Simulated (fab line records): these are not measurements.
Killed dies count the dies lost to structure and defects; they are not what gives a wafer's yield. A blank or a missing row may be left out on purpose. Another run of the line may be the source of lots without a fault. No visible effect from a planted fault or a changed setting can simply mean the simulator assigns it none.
Split-lot trial    flow gf180mcu    23 wafers read from 5 lots, route of 602 steps

## THE SPLIT
At GF_STI_OXIDATION_01 (stabilise 600 s, purge 300 s, target thk 10 nm), the setting ox time s was moved away from the recipe's 1418 s on 10 of the 23 wafers read, by -14.2% to +13.2%. For the rest of the wafers, this setting stayed at what the recipe calls for.

No step appears in the file between the split and the reading.

## THE READING
STI_OXIDATION_THK in nanometres, read at GF_STI_THK_MEAS_02. On this fab line, fault-free wafers typically give 10.01 nm with a standard deviation of 0.24 nm.

wafer   tool, chamber at the split  ox time s as run, s  against the recipe  STI_OXIDATION_THK, nm  against lot-mates on the recipe
L076.1  -, -                        1418                 recipe              10.10                  -
L076.2  -, -                        1418                 recipe              10.00                  -
L076.3  -, -                        1418                 recipe              10.14                  -
L076.5  -, -                        1418                 recipe              10.23                  -
L076.6  -, -                        1418                 recipe              10.16                  -
L077.2  -, -                        1216                 -14.2%              9.36                   no lot-mate on the recipe
L077.3  -, -                        1216                 -14.2%              9.36                   no lot-mate on the recipe
L077.4  -, -                        1216                 -14.2%              9.27                   no lot-mate on the recipe
L077.5  -, -                        1216                 -14.2%              9.07                   no lot-mate on the recipe
L077.6  -, -                        1216                 -14.2%              9.09                   no lot-mate on the recipe
L080.2  -, -                        1418                 recipe              10.10                  -
L080.3  -, -                        1418                 recipe              10.06                  -
L080.4  -, -                        1418                 recipe              10.25                  -
L080.5  -, -                        1418                 recipe              10.31                  -
L080.6  -, -                        1418                 recipe              10.14                  -
L081.2  furnace-02, 0               1418                 recipe              10.54                  -
L081.3  furnace-02, 0               1418                 recipe              10.40                  -
L081.4  furnace-02, 0               1418                 recipe              10.48                  -
L083.2  -, -                        1605                 +13.2%              10.99                  no lot-mate on the recipe
L083.3  -, -                        1605                 +13.2%              11.02                  no lot-mate on the recipe
L083.4  -, -                        1605                 +13.2%              10.97                  no lot-mate on the recipe
L083.5  -, -                        1605                 +13.2%              11.10                  no lot-mate on the recipe
L083.6  -, -                        1605                 +13.2%              10.98                  no lot-mate on the recipe

FIT RESULTS
A straight line over all 23 wafers: STI_OXIDATION_THK changes by +0.0651 nm for each +1% of ox time s; r = +0.97; the points scatter about the line by 0.15 nm.
Too few moved wafers have a lot-mate on the recipe to fit a line with each lot's own level taken away.

## THE WHOLE CHAIN: every reading that the file lists as answering this split, in the file's order
step                 what it does                                    reading                                                                           change (the file's fit)                 r (the file's)
GF_STI_OXIDATION_01  stabilise 600 s, purge 300 s, target thk 10 nm  SiO2_of_STI_OXIDATION_01.thk nm (the simulator's own value, which no gauge read)  +0.0646 nm for each +1% of the setting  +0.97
GF_STI_THK_MEAS_02                                                   STI_OXIDATION_THK                                                                 +0.065 for each +1% of the setting      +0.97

## FILE'S OWN FIT
STI_OXIDATION_THK changes by +0.065 nm for each +1% of ox time s, r = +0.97.
